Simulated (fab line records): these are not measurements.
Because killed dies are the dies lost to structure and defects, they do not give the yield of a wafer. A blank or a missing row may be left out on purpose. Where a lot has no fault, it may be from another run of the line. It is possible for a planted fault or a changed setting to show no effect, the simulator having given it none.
fab line records ; flow gf180mcu
record lots=24; wafers=72; lastDay=34
route steps=602 shown M2@376 V2@408 M3@409
lots untouched by any fault: they come from a run of this same line in which no faults occurred
startH: the number of hours between the record's first day and the start of the first shown wafer of the lot ; waitH: hours since the lot's step before ; " the same as in the row above ; L1.1+2: one row covering several wafers at once ; - value missing, or start not given ; * or withheld: withheld ; < > ~ a bound
route shown NAME@n: names a module that has steps shown in the file, with the first one's number in the route ; usual: mean/standard deviation of fault-free wafers ; same: alike in all rows ; chamber/n: place in a boat ; sites: per-site readings ; _std_site: the standard deviation of these ; _edge_site: outer sites' mean less inner sites' ; radiusMm: how far each site lies from the wafer's centre ; mask NAME#n: copy n ; behind: the last tool/chamber to shape the wafer ; hold: why the lot was held/for how many hours/how that ended ; device: the n, p or np transistor that did not switch ; end of line: the same wafers' tests at the end of the route ; step lacking rows: just its recipe ; killed: the dies lost at the first sort to structure and to defects; this is not the yield of the wafer ; map: a wafer's dies, x killed, . not, _ none there
set.NAME: the setting as run; set.NAME@STEP: as run at that earlier step ; model.NAME: the simulator's own value behind a step, which no gauge read
steps of the route over a sample of lots; a table a step, a row a wafer
services: a tool's chamber out of use, with start hour (startH, from the record's first day; less than 0 if before it), hours out, and reason
## steps
# step GF_M2_CD_MEAS_14
# recipe targetCdNm=280
# usual cdNm=280.2/1.2
lot.wafer;tool;chamber;startH;waitH;cdNm
L074.1;cdSem-02;-;435.13;0.1;280.2
L074.4;cdSem-02;-;435.13;0.1;281.1
L074.6;cdSem-02;-;435.13;0.1;280.1
L075.1;cdSem-01;-;445.19;0.1;279.7
L075.2;cdSem-01;-;445.19;0.1;277.5
L075.4;cdSem-01;-;445.19;0.1;278.5
L076.1;cdSem-02;-;446.53;0.1;281.7
L076.2;cdSem-02;-;446.53;0.1;279.8
L076.4;cdSem-02;-;446.53;0.1;278.9
L077.4;cdSem-01;-;464.24;0.1;281.4
L077.5;cdSem-01;-;464.24;0.1;282.1
L077.6;cdSem-01;-;464.24;0.1;281.9
L078.1;cdSem-01;-;481.03;0.1;280.6
L078.4;cdSem-01;-;481.03;0.1;281.2
L078.5;cdSem-01;-;481.03;0.1;281.4
L079.1;cdSem-02;-;495.48;0.1;278.9
L079.2;cdSem-02;-;495.48;0.1;279.7
L079.3;cdSem-02;-;495.48;0.1;279.1
L080.1;cdSem-02;-;495.83;0.1;282.6
L080.4;cdSem-02;-;495.83;0.1;282.4
L080.5;cdSem-02;-;495.83;0.1;281.1
L083.1;cdSem-02;-;525.73;0.1;281.5
L083.2;cdSem-02;-;525.73;0.1;281.9
L083.3;cdSem-02;-;525.73;0.1;280.2
L081.1;cdSem-01;-;527.04;0.1;280.6
L081.2;cdSem-01;-;527.04;0.1;280.0
L081.3;cdSem-01;-;527.04;0.1;281.2
L082.2;cdSem-02;-;528.01;0.1;282.1
L082.4;cdSem-02;-;528.01;0.1;282.2
L082.6;cdSem-02;-;528.01;0.1;282.1
L084.1;cdSem-02;-;545.24;0.1;281.0
L084.5;cdSem-02;-;545.24;0.1;281.2
L084.6;cdSem-02;-;545.24;0.1;281.0
L085.1;cdSem-02;-;547.61;0.1;277.7
L085.3;cdSem-02;-;547.61;0.1;278.6
L085.5;cdSem-02;-;547.61;0.1;279.2
L086.3;cdSem-01;-;548.38;0.1;279.7
L086.5;cdSem-01;-;548.38;0.1;278.7
L086.6;cdSem-01;-;548.38;0.1;279.9
L088.1;cdSem-02;-;555.64;0.1;279.0
L088.4;cdSem-02;-;555.64;0.1;278.9
L088.5;cdSem-02;-;555.64;0.1;280.7
L087.2;cdSem-02;-;557.28;0.1;279.3
L087.3;cdSem-02;-;557.28;0.1;279.0
L087.5;cdSem-02;-;557.28;0.1;279.3
L091.4;cdSem-02;-;573.09;0.1;279.6
L091.5;cdSem-02;-;573.09;0.1;279.7
L091.6;cdSem-02;-;573.09;0.1;279.2
L089.1;cdSem-01;-;577.91;0.2;280.0
L089.3;cdSem-01;-;577.91;0.2;279.8
L089.5;cdSem-01;-;577.91;0.2;279.5
L090.3;cdSem-01;-;578.27;0.1;279.1
L090.4;cdSem-01;-;578.27;0.1;279.1
L090.5;cdSem-01;-;578.27;0.1;280.1
L092.4;cdSem-02;-;585.79;0.1;282.2
L092.5;cdSem-02;-;585.79;0.1;280.9
L092.6;cdSem-02;-;585.79;0.1;281.5
L093.2;cdSem-01;-;592.38;0.1;280.8
L093.3;cdSem-01;-;592.38;0.1;279.7
L093.5;cdSem-01;-;592.38;0.1;281.1
L094.1;cdSem-02;-;593.49;0.1;278.1
L094.5;cdSem-02;-;593.49;0.1;278.3
L094.6;cdSem-02;-;593.49;0.1;279.3
L095.4;cdSem-02;-;602.25;0.1;280.1
L095.5;cdSem-02;-;602.25;0.1;279.9
L095.6;cdSem-02;-;602.25;0.1;280.5
L096.1;cdSem-02;-;608.19;0.1;279.9
L096.3;cdSem-02;-;608.19;0.1;281.3
L096.4;cdSem-02;-;608.19;0.1;280.7
L097.2;cdSem-01;-;617.18;0.1;280.0
L097.3;cdSem-01;-;617.18;0.1;279.7
L097.5;cdSem-01;-;617.18;0.1;279.0
# step GF_V2_CMP_26
# recipe stopOn=SiO2; downForcePsi=3.5; platenRpm=60; tOverpolishS=15; targetThkNm=0; padVelocityMS=0.94248
# usual motorCurrentA=10.7/0.85; overpolishRunS=15.002/0.0089; timeToEndpointS=87/4.9
lot.wafer;tool;chamber;startH;waitH;motorCurrentA;overpolishRunS;timeToEndpointS
L074.1;cmp-02;2;461.89;0.1;8.7;14.993;88
L074.4;cmp-02;3;461.89;0.1;10.6;15.012;89
L074.6;cmp-02;0;461.89;0.1;9.8;14.996;88
L075.2;cmp-02;1;471.80;0.0;11.5;15.001;82
L075.4;cmp-02;3;471.80;0.0;10.6;14.990;91
L075.1;cmp-02;0;471.80;0.0;9.8;15.022;96
L076.2;cmp-01;1;473.36;0.0;11.8;14.986;91
L076.1;cmp-01;2;473.36;0.0;11.3;14.986;90
L076.4;cmp-01;0;473.36;0.0;11.0;14.993;83
L077.4;cmp-01;1;490.33;0.1;12.2;15.014;94
L077.6;cmp-01;3;490.33;0.1;10.0;15.008;91
L077.5;cmp-01;0;490.33;0.1;11.4;14.982;84
L078.1;cmp-02;1;507.19;0.2;11.6;15.011;83
L078.4;cmp-02;2;507.19;0.2;9.3;14.991;88
L078.5;cmp-02;0;507.19;0.2;10.4;15.017;95
L079.3;cmp-02;2;520.97;0.0;9.3;15.013;88
L079.1;cmp-02;3;520.97;0.0;10.8;15.005;91
L079.2;cmp-02;0;520.97;0.0;10.3;14.998;91
L080.4;cmp-02;3;521.92;0.0;10.5;14.994;88
L080.1;cmp-02;1;521.92;0.0;11.1;15.008;81
L080.5;cmp-02;0;521.92;0.0;10.1;15.006;93
L083.2;cmp-01;2;551.34;0.1;11.1;15.008;87
L083.1;cmp-01;3;551.34;0.1;9.7;15.004;86
L083.3;cmp-01;0;551.34;0.1;10.7;15.012;79
L081.3;cmp-02;0;552.29;0.0;9.9;15.009;100
L081.2;cmp-02;1;552.29;0.0;11.6;14.996;88
L081.1;cmp-02;2;552.29;0.0;9.3;14.990;92
L082.4;cmp-01;1;553.15;0.0;11.7;14.988;93
L082.2;cmp-01;2;553.15;0.0;11.6;14.992;89
L082.6;cmp-01;2;553.15;0.0;11.1;15.005;89
L084.1;cmp-02;2;570.05;0.2;9.3;15.003;94
L084.5;cmp-02;3;570.05;0.2;10.3;15.015;91
L084.6;cmp-02;0;570.05;0.2;10.6;15.001;100
L085.1;cmp-01;2;572.34;0.1;11.5;14.999;88
L085.3;cmp-01;0;572.34;0.1;11.1;15.008;80
L085.5;cmp-01;1;572.34;0.1;11.4;14.995;89
L086.3;cmp-01;3;572.90;0.1;10.6;15.016;82
L086.6;cmp-01;2;572.90;0.1;11.1;15.003;88
L086.5;cmp-01;3;572.90;0.1;10.1;14.998;79
L088.1;cmp-01;3;579.79;0.1;10.8;15.004;83
L088.4;cmp-01;1;579.79;0.1;11.7;15.002;90
L088.5;cmp-01;0;579.79;0.1;11.0;14.993;81
L087.2;cmp-02;3;581.45;0.0;10.7;15.002;86
L087.3;cmp-02;1;581.45;0.0;12.1;15.000;78
L087.5;cmp-02;3;581.45;0.0;10.9;14.992;85
L091.4;cmp-02;2;597.23;0.1;8.8;15.017;86
L091.5;cmp-02;0;597.23;0.1;9.9;14.996;88
L091.6;cmp-02;1;597.23;0.1;11.4;15.005;81
L089.1;cmp-01;1;601.69;0.1;11.0;15.005;93
L089.3;cmp-01;2;601.69;0.1;11.0;15.008;85
L089.5;cmp-01;0;601.69;0.1;11.2;14.996;78
L090.3;cmp-02;2;601.96;0.0;9.3;14.984;89
L090.4;cmp-02;1;601.96;0.0;11.6;14.999;84
L090.5;cmp-02;3;601.96;0.0;10.9;14.994;88
L092.4;cmp-02;0;608.28;0.1;9.5;14.994;93
L092.6;cmp-02;2;608.28;0.1;8.8;14.993;85
L092.5;cmp-02;3;608.28;0.1;10.6;14.997;87
L093.2;cmp-02;3;615.35;0.0;10.7;14.999;92
L093.3;cmp-02;1;615.35;0.0;11.7;14.997;85
L093.5;cmp-02;3;615.35;0.0;11.0;15.013;94
L094.1;cmp-01;1;616.51;0.1;11.8;14.989;86
L094.6;cmp-01;1;616.51;0.1;11.6;15.000;86
L094.5;cmp-01;2;616.51;0.1;11.1;15.001;84
L095.4;cmp-01;1;625.49;0.2;12.3;15.000;90
L095.5;cmp-01;2;625.49;0.2;11.0;14.995;84
L095.6;cmp-01;3;625.49;0.2;10.5;15.002;83
L096.3;cmp-02;3;630.74;0.0;11.1;15.007;86
L096.1;cmp-02;1;630.74;0.0;11.7;15.002;80
L096.4;cmp-02;2;630.74;0.0;8.9;15.014;87
L097.2;cmp-01;2;639.71;0.2;11.2;15.006;85
L097.3;cmp-01;3;639.71;0.2;9.9;14.996;80
L097.5;cmp-01;1;639.71;0.2;11.1;14.999;91
# step GF_M3_SPUTTER_00
# recipe material=Ti; targetThkNm=37.5; arrivingIonEnergyEv=80; substrateTempC=200; chamberPressurePa=2; powerW=4000; timeS=150
# usual throttleValvePct=29.9/1.1
lot.wafer;tool;chamber;startH;waitH;throttleValvePct
L074.1;pvdSputter-02;-;462.09;0.1;28.9
L074.4;pvdSputter-02;-;462.09;0.1;27.5
L074.6;pvdSputter-02;-;462.09;0.1;29.8
L075.1;pvdSputter-04;-;472.10;0.1;28.6
L075.2;pvdSputter-04;-;472.10;0.1;29.7
L075.4;pvdSputter-04;-;472.10;0.1;29.9
L076.1;pvdSputter-04;-;473.66;0.2;29.2
L076.2;pvdSputter-04;-;473.66;0.2;28.9
L076.4;pvdSputter-04;-;473.66;0.2;29.8
L077.4;pvdSputter-01;-;490.53;0.1;32.0
L077.5;pvdSputter-01;-;490.53;0.1;30.5
L077.6;pvdSputter-01;-;490.53;0.1;32.0
L078.1;pvdSputter-04;-;507.39;0.1;29.5
L078.4;pvdSputter-04;-;507.39;0.1;29.9
L078.5;pvdSputter-04;-;507.39;0.1;29.7
L079.1;pvdSputter-04;-;521.27;0.2;29.9
L079.2;pvdSputter-04;-;521.27;0.2;28.9
L079.3;pvdSputter-04;-;521.27;0.2;29.6
L080.1;pvdSputter-04;-;522.22;0.1;29.1
L080.4;pvdSputter-04;-;522.22;0.1;29.0
L080.5;pvdSputter-04;-;522.22;0.1;30.0
L083.1;pvdSputter-04;-;551.59;0.1;29.8
L083.2;pvdSputter-04;-;551.59;0.1;29.7
L083.3;pvdSputter-04;-;551.59;0.1;29.2
L081.1;pvdSputter-02;-;552.59;0.1;27.4
L081.2;pvdSputter-02;-;552.59;0.1;28.7
L081.3;pvdSputter-02;-;552.59;0.1;29.9
L082.2;pvdSputter-04;-;553.45;0.2;29.1
L082.4;pvdSputter-04;-;553.45;0.2;29.2
L082.6;pvdSputter-04;-;553.45;0.2;29.2
L084.1;pvdSputter-02;-;570.20;0.1;30.5
L084.5;pvdSputter-02;-;570.20;0.1;30.7
L084.6;pvdSputter-02;-;570.20;0.1;28.7
L085.1;pvdSputter-01;-;572.59;0.2;31.8
L085.3;pvdSputter-01;-;572.59;0.2;29.8
L085.5;pvdSputter-01;-;572.59;0.2;31.9
L086.3;pvdSputter-02;-;573.15;0.2;30.7
L086.5;pvdSputter-02;-;573.15;0.2;29.9
L086.6;pvdSputter-02;-;573.15;0.2;30.8
L088.1;pvdSputter-01;-;580.09;0.2;31.2
L088.4;pvdSputter-01;-;580.09;0.2;30.5
L088.5;pvdSputter-01;-;580.09;0.2;31.1
L087.2;pvdSputter-01;-;581.75;0.2;31.2
L087.3;pvdSputter-01;-;581.75;0.2;29.6
L087.5;pvdSputter-01;-;581.75;0.2;30.9
L091.4;pvdSputter-01;-;597.43;0.1;29.5
L091.5;pvdSputter-01;-;597.43;0.1;31.1
L091.6;pvdSputter-01;-;597.43;0.1;29.7
L089.1;pvdSputter-02;-;601.89;0.1;30.7
L089.3;pvdSputter-02;-;601.89;0.1;28.3
L089.5;pvdSputter-02;-;601.89;0.1;29.8
L090.3;pvdSputter-04;-;602.26;0.2;29.1
L090.4;pvdSputter-04;-;602.26;0.2;29.5
L090.5;pvdSputter-04;-;602.26;0.2;29.2
L092.4;pvdSputter-02;-;608.48;0.1;30.4
L092.5;pvdSputter-02;-;608.48;0.1;30.6
L092.6;pvdSputter-02;-;608.48;0.1;30.0
L093.2;pvdSputter-01;-;615.65;0.2;29.7
L093.3;pvdSputter-01;-;615.65;0.2;30.7
L093.5;pvdSputter-01;-;615.65;0.2;31.7
L094.1;pvdSputter-01;-;616.81;0.2;31.3
L094.5;pvdSputter-01;-;616.81;0.2;31.8
L094.6;pvdSputter-01;-;616.81;0.2;30.6
L095.4;pvdSputter-01;-;625.69;0.2;32.0
L095.5;pvdSputter-01;-;625.69;0.2;31.2
L095.6;pvdSputter-01;-;625.69;0.2;30.8
L096.1;pvdSputter-04;-;631.04;0.1;29.1
L096.3;pvdSputter-04;-;631.04;0.1;29.5
L096.4;pvdSputter-04;-;631.04;0.1;29.7
L097.2;pvdSputter-02;-;639.91;0.1;30.7
L097.3;pvdSputter-02;-;639.91;0.1;28.5
L097.5;pvdSputter-02;-;639.91;0.1;30.6
# step GF_M3_SPUTTER_01
# recipe material=TiN; targetThkNm=30; powerW=6500; timeS=25; chamberPressurePa=0.4
# usual throttleValvePct=29.9/1.1
lot.wafer;tool;chamber;startH;waitH;throttleValvePct
L074.1;pvdSputter-02;-;462.19;0.1;28.4
L074.4;pvdSputter-02;-;462.19;0.1;27.6
L074.6;pvdSputter-02;-;462.19;0.1;29.6
L075.1;pvdSputter-04;-;472.20;0.1;29.2
L075.2;pvdSputter-04;-;472.20;0.1;29.7
L075.4;pvdSputter-04;-;472.20;0.1;29.9
L076.1;pvdSputter-04;-;473.76;0.1;29.6
L076.2;pvdSputter-04;-;473.76;0.1;28.8
L076.4;pvdSputter-04;-;473.76;0.1;30.0
L077.4;pvdSputter-01;-;490.63;0.1;31.7
L077.5;pvdSputter-01;-;490.63;0.1;30.6
L077.6;pvdSputter-01;-;490.63;0.1;32.0
L078.1;pvdSputter-04;-;507.49;0.1;29.2
L078.4;pvdSputter-04;-;507.49;0.1;29.8
L078.5;pvdSputter-04;-;507.49;0.1;29.4
L079.1;pvdSputter-04;-;521.37;0.1;29.9
L079.2;pvdSputter-04;-;521.37;0.1;29.1
L079.3;pvdSputter-04;-;521.37;0.1;29.7
L080.1;pvdSputter-04;-;522.32;0.1;29.1
L080.4;pvdSputter-04;-;522.32;0.1;29.0
L080.5;pvdSputter-04;-;522.32;0.1;30.0
L083.1;pvdSputter-04;-;551.69;0.1;29.7
L083.2;pvdSputter-04;-;551.69;0.1;30.1
L083.3;pvdSputter-04;-;551.69;0.1;29.1
L081.1;pvdSputter-02;-;552.69;0.1;27.6
L081.2;pvdSputter-02;-;552.69;0.1;28.7
L081.3;pvdSputter-02;-;552.69;0.1;29.6
L082.2;pvdSputter-04;-;553.55;0.1;29.1
L082.4;pvdSputter-04;-;553.55;0.1;29.5
L082.6;pvdSputter-04;-;553.55;0.1;29.4
L084.1;pvdSputter-02;-;570.30;0.1;30.6
L084.5;pvdSputter-02;-;570.30;0.1;30.6
L084.6;pvdSputter-02;-;570.30;0.1;28.8
L085.1;pvdSputter-01;-;572.69;0.1;31.8
L085.3;pvdSputter-01;-;572.69;0.1;29.3
L085.5;pvdSputter-01;-;572.69;0.1;31.8
L086.3;pvdSputter-02;-;573.25;0.1;30.5
L086.5;pvdSputter-02;-;573.25;0.1;29.7
L086.6;pvdSputter-02;-;573.25;0.1;30.6
L088.1;pvdSputter-01;-;580.19;0.1;31.1
L088.4;pvdSputter-01;-;580.19;0.1;30.7
L088.5;pvdSputter-01;-;580.19;0.1;31.2
L087.2;pvdSputter-01;-;581.85;0.1;31.5
L087.3;pvdSputter-01;-;581.85;0.1;29.6
L087.5;pvdSputter-01;-;581.85;0.1;31.2
L091.4;pvdSputter-01;-;597.54;0.1;29.8
L091.5;pvdSputter-01;-;597.54;0.1;31.1
L091.6;pvdSputter-01;-;597.54;0.1;29.8
L089.1;pvdSputter-02;-;601.99;0.1;30.4
L089.3;pvdSputter-02;-;601.99;0.1;28.7
L089.5;pvdSputter-02;-;601.99;0.1;30.0
L090.3;pvdSputter-04;-;602.36;0.1;29.1
L090.4;pvdSputter-04;-;602.36;0.1;29.9
L090.5;pvdSputter-04;-;602.36;0.1;29.4
L092.4;pvdSputter-02;-;608.58;0.1;30.3
L092.5;pvdSputter-02;-;608.58;0.1;30.6
L092.6;pvdSputter-02;-;608.58;0.1;29.6
L093.2;pvdSputter-01;-;615.75;0.1;29.5
L093.3;pvdSputter-01;-;615.75;0.1;30.6
L093.5;pvdSputter-01;-;615.75;0.1;31.9
L094.1;pvdSputter-01;-;616.92;0.1;31.2
L094.5;pvdSputter-01;-;616.92;0.1;32.0
L094.6;pvdSputter-01;-;616.92;0.1;30.5
L095.4;pvdSputter-01;-;625.76;0.0;32.0
L095.5;pvdSputter-01;-;625.76;0.0;31.3
L095.6;pvdSputter-01;-;625.76;0.0;30.5
L096.1;pvdSputter-04;-;631.14;0.1;29.0
L096.3;pvdSputter-04;-;631.14;0.1;29.5
L096.4;pvdSputter-04;-;631.14;0.1;29.8
L097.2;pvdSputter-02;-;640.01;0.1;30.7
L097.3;pvdSputter-02;-;640.01;0.1;28.5
L097.5;pvdSputter-02;-;640.01;0.1;30.6
# step GF_M3_SPUTTER_04
# recipe material=TiN; targetThkNm=50; powerW=6500; timeS=41.7; chamberPressurePa=0.4
# usual throttleValvePct=29.9/1.1
lot.wafer;tool;chamber;startH;waitH;throttleValvePct
L074.1;pvdSputter-02;-;462.27;0.0;28.6
L074.4;pvdSputter-02;-;462.27;0.0;27.5
L074.6;pvdSputter-02;-;462.27;0.0;29.9
L075.1;pvdSputter-04;-;472.28;0.0;29.0
L075.2;pvdSputter-04;-;472.28;0.0;29.5
L075.4;pvdSputter-04;-;472.28;0.0;29.8
L076.1;pvdSputter-04;-;473.84;0.0;29.3
L076.2;pvdSputter-04;-;473.84;0.0;29.1
L076.4;pvdSputter-04;-;473.84;0.0;30.0
L077.4;pvdSputter-01;-;490.71;0.0;31.8
L077.5;pvdSputter-01;-;490.71;0.0;31.0
L077.6;pvdSputter-01;-;490.71;0.0;32.0
L078.1;pvdSputter-04;-;507.57;0.0;29.2
L078.4;pvdSputter-04;-;507.57;0.0;29.5
L078.5;pvdSputter-04;-;507.57;0.0;29.8
L079.1;pvdSputter-04;-;521.45;0.0;29.8
L079.2;pvdSputter-04;-;521.45;0.0;28.7
L079.3;pvdSputter-04;-;521.45;0.0;29.7
L080.1;pvdSputter-04;-;522.40;0.0;29.1
L080.4;pvdSputter-04;-;522.40;0.0;29.1
L080.5;pvdSputter-04;-;522.40;0.0;30.1
L083.1;pvdSputter-04;-;551.77;0.0;29.8
L083.2;pvdSputter-04;-;551.77;0.0;30.0
L083.3;pvdSputter-04;-;551.77;0.0;29.2
L081.1;pvdSputter-02;-;552.77;0.0;27.4
L081.2;pvdSputter-02;-;552.77;0.0;28.5
L081.3;pvdSputter-02;-;552.77;0.0;29.9
L082.2;pvdSputter-04;-;553.63;0.0;29.1
L082.4;pvdSputter-04;-;553.63;0.0;29.5
L082.6;pvdSputter-04;-;553.63;0.0;29.3
L084.1;pvdSputter-02;-;570.38;0.0;30.5
L084.5;pvdSputter-02;-;570.38;0.0;30.5
L084.6;pvdSputter-02;-;570.38;0.0;28.4
L085.1;pvdSputter-01;-;572.77;0.0;31.4
L085.3;pvdSputter-01;-;572.77;0.0;29.5
L085.5;pvdSputter-01;-;572.77;0.0;31.9
L086.3;pvdSputter-02;-;573.33;0.0;30.3
L086.5;pvdSputter-02;-;573.33;0.0;29.8
L086.6;pvdSputter-02;-;573.33;0.0;30.8
L088.1;pvdSputter-01;-;580.27;0.0;31.0
L088.4;pvdSputter-01;-;580.27;0.0;31.0
L088.5;pvdSputter-01;-;580.27;0.0;31.2
L087.2;pvdSputter-01;-;581.93;0.0;31.0
L087.3;pvdSputter-01;-;581.93;0.0;29.6
L087.5;pvdSputter-01;-;581.93;0.0;31.1
L091.4;pvdSputter-01;-;597.63;0.0;29.9
L091.5;pvdSputter-01;-;597.63;0.0;31.5
L091.6;pvdSputter-01;-;597.63;0.0;29.7
L089.1;pvdSputter-02;-;602.07;0.0;30.6
L089.3;pvdSputter-02;-;602.07;0.0;28.8
L089.5;pvdSputter-02;-;602.07;0.0;29.8
L090.3;pvdSputter-04;-;602.44;0.0;29.0
L090.4;pvdSputter-04;-;602.44;0.0;29.6
L090.5;pvdSputter-04;-;602.44;0.0;29.1
L092.4;pvdSputter-02;-;608.66;0.0;30.5
L092.5;pvdSputter-02;-;608.66;0.0;30.8
L092.6;pvdSputter-02;-;608.66;0.0;29.7
L093.2;pvdSputter-01;-;615.84;0.0;29.6
L093.3;pvdSputter-01;-;615.84;0.0;30.8
L093.5;pvdSputter-01;-;615.84;0.0;31.9
L094.1;pvdSputter-01;-;617.01;0.0;31.3
L094.5;pvdSputter-01;-;617.01;0.0;31.9
L094.6;pvdSputter-01;-;617.01;0.0;30.7
L095.4;pvdSputter-01;-;625.86;0.0;31.6
L095.5;pvdSputter-01;-;625.86;0.0;31.0
L095.6;pvdSputter-01;-;625.86;0.0;30.7
L096.1;pvdSputter-04;-;631.22;0.0;28.9
L096.3;pvdSputter-04;-;631.22;0.0;29.2
L096.4;pvdSputter-04;-;631.22;0.0;30.0
L097.2;pvdSputter-02;-;640.09;0.0;30.8
L097.3;pvdSputter-02;-;640.09;0.0;28.4
L097.5;pvdSputter-02;-;640.09;0.0;31.1
# step GF_M3_METAL_ETCH_16
# recipe chemistry=Cl2/BCl3; maskMaterial=KrF; targetDepthNm=627.5; stopOn=SiO2; pressureMtorr=8; icpW=800; biasW=140; Cl2_flow_sccm=80; bcl3FlowSccm=40; timeS=104.6
# usual bcl3FlowSccm=40.03/0.12; drypumpMotorCurrentA=5.8/0.41; oesProductAu=0.972/0.0085; throttleValvePct=28.249/0.012
lot.wafer;tool;chamber;startH;waitH;bcl3FlowSccm;drypumpMotorCurrentA;oesProductAu;rfHoursCounterH;throttleValvePct
L074.1;rieMetal-02;1;486.30;0.0;40.00;5.4;0.967;4;28.249
L074.4;rieMetal-02;1;486.30;0.0;39.96;5.5;0.971;-;28.261
L074.6;rieMetal-02;0;486.30;0.0;40.09;5.4;0.971;-;28.242
L075.1;rieMetal-02;0;495.66;0.0;39.96;5.5;0.956;10;28.249
L075.2;rieMetal-02;1;495.66;0.0;39.76;5.5;0.977;4;28.254
L075.4;rieMetal-02;1;495.66;0.0;39.89;5.5;0.963;-;28.255
L076.1;rieMetal-04;0;497.45;0.0;39.75;5.4;0.970;10;28.256
L076.2;rieMetal-04;1;497.45;0.0;39.94;6.5;0.972;1;28.257
L076.4;rieMetal-04;0;497.45;0.0;39.81;5.4;0.968;-;28.248
L077.4;rieMetal-01;1;513.79;0.0;40.06;6.1;0.987;-;28.253
L077.5;rieMetal-01;1;513.79;0.0;40.14;6.1;0.993;-;28.245
L077.6;rieMetal-01;0;513.79;0.0;40.05;6.2;0.979;-;28.238
L078.1;rieMetal-04;1;531.15;0.0;40.12;6.4;0.960;2;28.269
L078.4;rieMetal-04;1;531.15;0.0;40.01;6.5;0.969;-;28.258
L078.5;rieMetal-04;0;531.15;0.0;40.05;5.3;0.975;-;28.239
L079.1;rieMetal-01;0;543.35;0.0;39.97;6.2;0.978;1;28.255
L079.2;rieMetal-01;1;543.35;0.0;40.11;6.1;0.971;11;28.253
L079.3;rieMetal-01;1;543.35;0.0;40.00;6.0;0.977;-;28.239
L080.1;rieMetal-02;1;544.30;0.0;40.06;5.5;0.971;5;28.265
L080.4;rieMetal-02;1;544.30;0.0;40.16;5.4;0.967;-;28.250
L080.5;rieMetal-02;1;544.30;0.0;40.01;5.5;0.979;-;28.260
L083.1;rieMetal-02;1;573.35;0.0;39.97;5.5;0.982;6;28.236
L083.2;rieMetal-02;1;573.35;0.0;40.01;5.5;0.982;-;28.228
L083.3;rieMetal-02;1;573.35;0.0;40.01;5.5;0.967;-;28.258
L081.1;rieMetal-01;1;575.05;0.0;40.16;6.1;0.963;12;28.239
L081.2;rieMetal-01;0;575.05;0.0;39.96;6.2;0.970;2;28.251
L081.3;rieMetal-01;1;575.05;0.0;40.13;6.1;0.974;-;28.260
L082.2;rieMetal-02;1;575.44;0.1;39.97;5.4;0.965;-;28.259
L082.4;rieMetal-02;1;575.44;0.1;40.10;5.4;0.975;-;28.262
L082.6;rieMetal-02;1;575.44;0.1;40.10;5.4;0.968;-;28.247
L084.1;rieMetal-04;1;592.00;0.0;39.87;6.4;0.961;4;28.276
L084.5;rieMetal-04;0;592.00;0.0;39.90;5.4;0.963;-;28.266
L084.6;rieMetal-04;1;592.00;0.0;39.83;6.4;0.960;-;28.258
L085.1;rieMetal-01;0;594.60;0.0;40.02;6.2;0.972;3;28.264
L085.3;rieMetal-01;0;594.60;0.0;40.07;6.2;0.984;-;28.232
L085.5;rieMetal-01;0;594.60;0.0;40.14;6.2;0.973;-;28.261
L086.3;rieMetal-02;1;594.97;0.1;40.03;5.4;0.971;-;28.239
L086.5;rieMetal-02;1;594.97;0.1;40.08;5.4;0.967;-;28.227
L086.6;rieMetal-02;1;594.97;0.1;40.17;5.5;0.973;-;28.246
L088.1;rieMetal-01;0;601.80;0.0;40.00;6.2;0.982;3;28.240
L088.4;rieMetal-01;0;601.80;0.0;39.98;6.2;0.982;-;28.230
L088.5;rieMetal-01;1;601.80;0.0;39.97;6.1;0.980;-;28.235
L087.2;rieMetal-04;0;602.75;0.0;39.78;5.4;0.981;13;28.233
L087.3;rieMetal-04;0;602.75;0.0;39.76;5.4;0.967;-;28.258
L087.5;rieMetal-04;1;602.75;0.0;40.13;6.4;0.978;-;28.239
L091.4;rieMetal-01;1;617.94;0.0;40.21;6.1;0.980;-;28.259
L091.5;rieMetal-01;0;617.94;0.0;40.24;6.2;0.972;-;28.243
L091.6;rieMetal-01;1;617.94;0.0;40.24;6.1;0.988;-;28.242
L089.1;rieMetal-04;0;622.26;0.0;40.09;5.4;0.965;13;28.267
L089.3;rieMetal-04;1;622.26;0.0;40.21;6.4;0.961;-;28.256
L089.5;rieMetal-04;1;622.26;0.0;40.10;6.4;0.958;-;28.247
L090.3;rieMetal-01;1;623.39;0.1;39.92;6.0;0.984;-;28.239
L090.4;rieMetal-01;0;623.39;0.1;39.87;6.2;0.979;-;28.233
L090.5;rieMetal-01;0;623.39;0.1;40.20;6.2;0.977;-;28.250
L092.4;rieMetal-02;1;629.04;0.0;40.12;5.4;0.971;-;28.256
L092.5;rieMetal-02;0;629.04;0.0;39.96;5.4;0.959;-;28.264
L092.6;rieMetal-02;1;629.04;0.0;40.08;5.4;0.968;-;28.245
L093.2;rieMetal-01;1;635.25;0.0;40.21;6.1;0.986;1;28.231
L093.3;rieMetal-01;0;635.25;0.0;40.14;6.2;0.973;-;28.248
L093.5;rieMetal-01;0;635.25;0.0;39.99;6.2;0.965;-;28.249
L094.1;rieMetal-02;0;636.15;0.0;40.04;5.4;0.967;1;28.241
L094.5;rieMetal-02;1;636.15;0.0;39.85;5.4;0.967;-;28.257
L094.6;rieMetal-02;0;636.15;0.0;40.01;5.5;0.965;-;28.247
L095.4;rieMetal-01;0;645.23;0.0;40.17;6.2;0.983;-;28.251
L095.5;rieMetal-01;0;645.23;0.0;40.08;6.2;0.974;-;28.243
L095.6;rieMetal-01;1;645.23;0.0;40.24;6.1;0.992;-;28.227
L096.1;rieMetal-01;0;650.86;0.0;39.92;6.2;0.976;5;28.244
L096.3;rieMetal-01;0;650.86;0.0;39.91;6.2;0.969;-;28.246
L096.4;rieMetal-01;1;650.86;0.0;39.96;6.0;0.985;-;28.254
L097.2;rieMetal-04;0;659.70;0.0;40.20;5.4;0.959;0;28.267
L097.3;rieMetal-04;0;659.70;0.0;40.14;5.4;0.970;-;28.257
L097.5;rieMetal-04;1;659.70;0.0;40.13;6.4;0.958;-;28.276
## services
tool;chamber;startH;hours;kind
rieMetal-04;-;485.05;2.8;pm
cmp-01;-;507.01;2.7;pm
pvdSputter-02;1;515.50;-;consumableReplace:kit
pvdSputter-02;1;515.50;18.0;scheduledDown
pvdSputter-02;1;515.50;18.0;ventCycle
pvdSputter-04;-;522.68;4.2;repair
cmp-02;-;538.27;1.2;repair
cmp-01;-;544.59;4.8;pm
cmp-02;-;560.83;0.2;repair
pvdSputter-04;2;570.77;-;consumableReplace:kit
pvdSputter-04;2;570.77;18.0;scheduledDown
pvdSputter-04;2;570.77;18.0;ventCycle
cmp-02;-;572.00;4.0;pm
pvdSputter-04;-;590.77;3.4;repair
pvdSputter-02;-;592.20;4.6;repair
pvdSputter-02;-;605.02;3.2;repair
cmp-01;-;612.90;0.3;repair
pvdSputter-01;2;617.05;-;consumableReplace:kit
pvdSputter-01;2;617.05;18.0;scheduledDown
pvdSputter-01;2;617.05;18.0;ventCycle
pvdSputter-02;0;624.66;-;consumableReplace:kit
cmp-01;-;629.91;1.7;repair
rieMetal-02;-;629.94;0.9;repair
cmp-02;-;633.20;1.1;repair
## key
fault none
